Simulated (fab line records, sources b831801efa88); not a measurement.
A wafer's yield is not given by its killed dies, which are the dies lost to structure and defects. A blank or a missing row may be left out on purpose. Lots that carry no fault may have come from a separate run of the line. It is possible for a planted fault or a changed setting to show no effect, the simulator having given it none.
Chamber matching | flow sky130 | SKY_PASSIVATION_ETCH_11 on rie diel-04 has 4 sister chambers
The step etches the open film in CF4/O2, stops on AlCu, target depth 725 nm, time 161.1 s. 18 wafers are shown with their chamber, then 9 later ones without.

== WAFERS, EACH WITH ITS CHAMBER ==
wafer  | chamber | drypump motor current A (A) | throttle valve pct (%) | oes product au (a.u.)
L075.3 | 1       | 5.8                         | 5.964                  | 0.977
L075.4 | 2       | 5.1                         | 5.948                  | 0.979
L075.6 | 1       | 5.8                         | 5.954                  | 0.981
L076.1 | 0       | 5.1                         | 5.963                  | 0.970
L076.2 | 3       | 6.0                         | 5.969                  | 0.962
L076.3 | 1       | 5.8                         | 5.967                  | 0.985
L079.4 | 0       | 5.1                         | 5.969                  | 0.981
L079.5 | 2       | 5.0                         | 5.966                  | 0.975
L079.6 | 3       | 6.0                         | 5.956                  | 0.976
L078.2 | 3       | 6.1                         | 5.952                  | 0.970
L078.3 | 0       | 5.1                         | 5.971                  | 0.970
L078.4 | 2       | 5.1                         | 5.967                  | 0.972
L083.3 | 0       | 5.1                         | 5.980                  | 0.970
L083.5 | 3       | 6.0                         | 5.972                  | 0.979
L083.6 | 0       | 5.1                         | 5.964                  | 0.975
L085.2 | 2       | 5.1                         | 5.962                  | 0.970
L085.3 | 1       | 5.8                         | 5.971                  | 0.974
L085.6 | 3       | 6.0                         | 5.964                  | 0.988

SIGNATURES (averages over the wafers above)
reading                 | chamber 0 | chamber 1 | chamber 2 | chamber 3 | scatter within a chamber
drypump motor current A | 5.100     | 5.800     | 5.075     | 6.020     | 0.0333
throttle valve pct      | 5.96940   | 5.96400   | 5.96075   | 5.96260   | 0.00784
oes product au          | 0.97320   | 0.97925   | 0.97400   | 0.97500   | 0.00649
Rule: for a wafer and a chamber, the distance is found by dividing, reading by reading, the gap between the wafer's reading and the chamber's mean by the reading's scatter, squaring, summing and taking the root. The wafer belongs to the nearest chamber; if the next one is less than 2 further off, it can't be placed. The scatter: take each reading less its chamber's mean, square it, sum over the shown wafers, divide by the number of wafers less the number of chambers, and take the root.

== WAFERS WHOSE CHAMBER IS MISSING ==
wafer  | drypump motor current A (A) | throttle valve pct (%) | oes product au (a.u.)
L088.1 | 5.1                         | 5.970                  | 0.984
L088.2 | 5.1                         | 5.961                  | 0.975
L088.6 | 5.1                         | 5.971                  | 0.988
L092.1 | 6.0                         | 5.946                  | 0.978
L092.4 | 5.1                         | 5.962                  | 0.982
L092.6 | 5.1                         | 5.966                  | 0.983
L095.2 | 6.0                         | 5.963                  | 0.978
L095.5 | 6.0                         | 5.974                  | 0.980
L095.6 | 5.1                         | 5.969                  | 0.985

== WHICH CHAMBER EACH ONE RAN IN ==
wafer  | from the rows above     | in truth
L088.1 | can't be placed: 0 or 2 | 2
L088.2 | can't be placed: 2 or 0 | 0
L088.6 | can't be placed: 0 or 2 | 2
L092.1 | 3                       | 3
L092.4 | can't be placed: 2 or 0 | 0
L092.6 | can't be placed: 0 or 2 | 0
L095.2 | 3                       | 3
L095.5 | 3                       | 3
L095.6 | can't be placed: 0 or 2 | 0
Correctly placed: 3 of 9. These rows do not allow placing 6 (true chamber among the candidates in 6). 0 placed wrongly.
